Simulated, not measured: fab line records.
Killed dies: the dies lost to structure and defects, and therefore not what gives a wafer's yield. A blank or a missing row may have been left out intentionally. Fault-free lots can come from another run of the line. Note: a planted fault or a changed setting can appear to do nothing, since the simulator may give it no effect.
One fault seen from 2 desks ; flow sky130 ; only its own numbers are on each desk; what lay behind them is given at the end

== FROM THE METROLOGY DESK ==
Lot by lot, what the gauges showed, no matter which tool ran the lot: averages of those sampled wafers that carry a number. A lot is out of limits, marked OUT, if its mean lies more than 4 standard deviations from the usual mean; the brackets give that distance.
Columns: A = VIA1_BOW at SKY_VIA1_BOW_MEAS_03, usual 81 um; B = VIA1_W_RS at SKY_VIA1_RS_MEAS_22, usual 0.427 ohm/sq
lot;first seen here;A;B
L726;day 34 05:01;85;0.433
L727;day 34 05:38;78;0.427
L729;day 34 12:53;91;0.421
L728;day 34 14:28;78;0.429
L730;day 34 14:51;78;0.427
L731;day 34 21:31;80;0.425
L732;day 35 14:34;80;0.426
L733;day 35 17:31;83;0.424
L738;day 37 13:25;77;0.428
L740;day 37 19:45;83;0.427
L742;day 38 05:32;83;0.421
L744;day 38 18:46;78;0.429
L747;day 40 05:01;85;0.430
This desk found nothing out of limits on any of the 13 lots.

== AT THE TOOL OWNER'S DESK: plasma_asher-01 ==
The tool's own readings at SKY_GATE_OXIDE_STRIP_13 (strips in O2/N2): means of the sampled wafers that have a number, for each lot that ran on this tool. A lot is out of limits, marked OUT, if its mean lies more than 4 standard deviations from the usual mean; the brackets give that distance.
Columns: A = drypump_motor_current_A at SKY_GATE_OXIDE_STRIP_13, usual 5.7 A; B = oes_product_au at SKY_GATE_OXIDE_STRIP_13, usual 0.715 a.u.; C = strip_time_to_endpoint_s at SKY_GATE_OXIDE_STRIP_13, usual 14.17 s
lot;first seen here;A;B;C
L726;day 14 21:29;6.1;0.721;14.21
L730;day 15 17:52;6.2;0.717;14.17
L731;day 15 22:50;6.2;0.713;14.24
L733;day 16 20:38;6.2;0.719;14.18
L740;day 19 06:04;6.0;0.715;14.24
L742;day 19 16:02;6.0;0.712;14.20
L744;day 20 10:41;6.0;0.713;14.12
This desk found nothing out of limits on any of the 7 lots.

== ALL TOGETHER ==
Metrology desk: nothing out of limits seen.
The desk of the tool owner found nothing out of limits.

== WHAT THE SIMULATOR HAD INSERTED ==
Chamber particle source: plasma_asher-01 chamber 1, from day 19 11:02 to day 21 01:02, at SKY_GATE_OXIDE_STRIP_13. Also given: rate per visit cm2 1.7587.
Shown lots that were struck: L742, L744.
